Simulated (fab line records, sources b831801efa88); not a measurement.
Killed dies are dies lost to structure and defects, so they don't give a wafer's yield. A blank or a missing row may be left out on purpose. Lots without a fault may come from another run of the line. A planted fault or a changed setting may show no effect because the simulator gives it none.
Split-lot experiment | flow sky130 | 5 lots, 23 wafers read, on a route of 708 steps

THE SPLIT
At SKY_VT_ADJUST_PCH_IMPLANT_08, the setting dose_cm2 was moved away from the recipe's 5e+11 on 6 of the 23 wafers read, by -6.3% to +5.2%. The other wafers ran this setting at the recipe's value.

FROM THE SPLIT TO THE READING: what the file shows between them, 1 step
- SKY_VT_ADJUST_PCH_STRIP_09: strips in O2/N2

THE READING
VT_ADJUST_PCH_TW, at SKY_VT_ADJUST_PCH_TW_MEAS_10. Fault-free wafers of this fab line usually give 144.1, standard deviation 0.97.

wafer  | tool, chamber at the split | dose_cm2 as run | against the recipe | VT_ADJUST_PCH_TW | against lot-mates on the recipe
L074.1 | implanter-03, 0            | 5e+11           | recipe             | 144.8            | -
L074.2 | implanter-03, 0            | 5.258e+11       | +5.2%              | 146.9            | +2.5
L074.3 | implanter-03, 0            | 5.258e+11       | +5.2%              | 146.5            | +2.1
L074.5 | implanter-03, 0            | 5e+11           | recipe             | 143.8            | -
L074.6 | implanter-03, 0            | 5e+11           | recipe             | 144.5            | -
L076.1 | implanter-01, 0            | 5e+11           | recipe             | 145.3            | -
L076.2 | implanter-01, 0            | 5e+11           | recipe             | 145.3            | -
L076.5 | implanter-01, 0            | 5e+11           | recipe             | 145.7            | -
L080.2 | implanter-04, 0            | 5e+11           | recipe             | 144.1            | -
L080.3 | implanter-04, 0            | 4.763e+11       | -4.7%              | 143.2            | -1.7
L080.4 | implanter-04, 0            | 5e+11           | recipe             | 145.1            | -
L080.5 | implanter-04, 0            | 5e+11           | recipe             | 145.4            | -
L080.6 | implanter-04, 0            | 4.763e+11       | -4.7%              | 143.5            | -1.4
L079.1 | implanter-01, 0            | 5e+11           | recipe             | 145.0            | -
L079.2 | implanter-01, 0            | 5e+11           | recipe             | 144.7            | -
L079.3 | implanter-01, 0            | 5e+11           | recipe             | 144.8            | -
L079.4 | implanter-01, 0            | 5e+11           | recipe             | 144.0            | -
L079.5 | implanter-01, 0            | 5e+11           | recipe             | 144.6            | -
L083.1 | implanter-04, 0            | 4.685e+11       | -6.3%              | 141.9            | -2.4
L083.2 | implanter-04, 0            | 5e+11           | recipe             | 144.6            | -
L083.3 | implanter-04, 0            | 5e+11           | recipe             | 144.8            | -
L083.5 | implanter-04, 0            | 5e+11           | recipe             | 143.5            | -
L083.6 | implanter-04, 0            | 4.685e+11       | -6.3%              | 141.9            | -2.4

THE FIT
A straight line over all 23 wafers: VT_ADJUST_PCH_TW changes by +0.388 for each +1% of dose_cm2; r = +0.89; the points scatter about the line by 0.56.
The same after taking each lot's own level away (the mean of its wafers on the recipe; 23 wafers): +0.391 for each +1%; r = +0.94; scatter 0.41.
On that fit, the largest move of dose_cm2 shifts the reading by 2.5.
The lots' own levels span 144.30 to 145.43, that is 1.2 times the standard deviation above.
So the lot-to-lot level changes the slope little: the two slopes agree.
Check: with one of the wafers moved furthest among these (-6.3%) left out of the fit, the line predicts -2.4 for it against its lot-mates. It came out at -2.4 against them.

OTHER SPLITS ON THESE WAFERS
These wafers also went through other splits before the reading. Each is held against what the fit with the lots' levels taken away leaves over:
other split on the same wafers               | wafers away from the commonest value | r with VT_ADJUST_PCH_TW (lot level and that fit taken away)
SKY_FIELD_ISO_ETCH_15 time_s                 | 9                                    | +0.28
SKY_NWELL_SOFTBAKE_06 temp_c                 | 5                                    | +0.01
SKY_NWELL_IMPLANT_13 energy_kev              | 10                                   | -0.03
SKY_VT_ADJUST_HVTP_DEVELOP_06 develop_time_s | 8                                    | -0.04
SKY_VT_ADJUST_LVTN_IMPLANT_08 energy_kev     | 7                                    | +0.27
SKY_VT_ADJUST_LVTN_STRIP_09 o2_flow_sccm     | 11                                   | -0.17
SKY_VT_ADJUST_HVTR_DEVELOP_06 develop_time_s | 8                                    | -0.06
SKY_VT_ADJUST_PCH_COAT_02 spin_rpm           | 8                                    | +0.14

THE FILE'S OWN FIT
VT_ADJUST_PCH_TW changes by +0.388 for each +1% of dose_cm2, r = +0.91.
